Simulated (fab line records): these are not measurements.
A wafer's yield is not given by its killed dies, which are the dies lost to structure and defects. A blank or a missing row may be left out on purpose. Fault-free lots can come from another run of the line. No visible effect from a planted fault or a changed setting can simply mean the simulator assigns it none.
The tool behind it: which one?    flow gf180mcu    11 lots with 33 wafers sampled at 3 steps, on a route of 602 steps

== WHAT THE GAUGES SHOWED, per wafer ==
GF_HV_LDD_TW_MEAS_38.
lot   measured      on             HV_LDD_3_TW
L284  day 11 17:41  film metro-02  1446 1442 1455
L285  day 12 01:38  film metro-03  1429 1438 1445
L286  day 12 02:56  film metro-04  1452 1449 1447
L287  day 12 12:12  film metro-03  1442 1446 1444
L291  day 13 19:50  film metro-02  1443 1445 1452
L292  day 14 05:30  film metro-04  1445 1450 1457
L294  day 15 00:52  film metro-04  1448 1453 1450
L295  day 15 06:37  film metro-02  1446 1443 1446
L297  day 15 20:17  film metro-04  1443 1449 1446
L298  day 16 05:29  film metro-03  1446 1438 1449
L300  day 16 14:31  film metro-02  1038 1034 1035

== TOOL THAT RAN EACH LOT (tool first, then ch and the chambers of the sampled wafers, then the start) ==
lot   GF_HV_LDD_STRIP_22                    GF_HV_LDD_STRIP_37
L284  plasma asher-01 ch 0, day 10 21:40    plasma asher-03 ch 1, day 11 17:35
L285  plasma asher-04 ch 0,1, day 11 06:26  plasma asher-04 ch 0,1, day 12 01:32
L286  plasma asher-03 ch 1, day 11 07:25    plasma asher-04 ch 0,1, day 12 02:49
L287  plasma asher-01 ch 0,1, day 11 16:52  plasma asher-03 ch 0,1, day 12 12:07
L291  plasma asher-03 ch 0,1, day 12 23:26  plasma asher-04 ch 0,1, day 13 19:44
L292  plasma asher-01 ch 0,1, day 13 08:57  plasma asher-03 ch 0,1, day 14 05:25
L294  plasma asher-03 ch 0,1, day 14 03:06  plasma asher-04 ch 0,1, day 15 00:46
L295  plasma asher-01 ch 0,1, day 14 08:46  plasma asher-01 ch 0,1, day 15 06:31
L297  plasma asher-04 ch 0,1, day 14 21:23  plasma asher-04 ch 0,1, day 15 20:11
L298  plasma asher-03 ch 0,1, day 15 06:49  plasma asher-03 ch 1, day 16 05:23
L300  plasma asher-01 ch 0,1, day 15 15:50  plasma asher-01 ch 0,1, day 16 14:25
- GF_HV_LDD_STRIP_22: strips in O2/N2.
- GF_HV_LDD_STRIP_37: strips in O2/N2.

== THE ANSWER, worked out from the rows above alone ==
Rule: the usual values come from the lots themselves. Put in order of their means at a reading, lots are off if they are a third of the lots or fewer, leave a main group of 4 or more, and stand apart from it by a gap of 3 or more times the standard deviation of the main group's means; of several such gaps the widest counts. Not used: any main group whose means are identical at the precision the tables above print for the reading. Also off: a lot with no number at a reading for which 4 or more lots have one. Any other lot the step has rows for is counted as sound.
Off: L300, seen at GF_HV_LDD_TW_MEAS_38 (HV_LDD_3_TW). Main group: mean 1446, sd 3.7.
A tool fits if, at a process step before that reading, it ran every lot that is off, and no sound lot after the first of them. Gauges at GF_HV_LDD_TW_MEAS_38: tried the same way as those tools. This does not decide it: 2 tools fit, namely plasma asher-01 at GF_HV_LDD_STRIP_22 and GF_HV_LDD_STRIP_37 and film metro-02 at GF_HV_LDD_TW_MEAS_38.

== WHAT THE SIMULATOR HAD PUT IN ==
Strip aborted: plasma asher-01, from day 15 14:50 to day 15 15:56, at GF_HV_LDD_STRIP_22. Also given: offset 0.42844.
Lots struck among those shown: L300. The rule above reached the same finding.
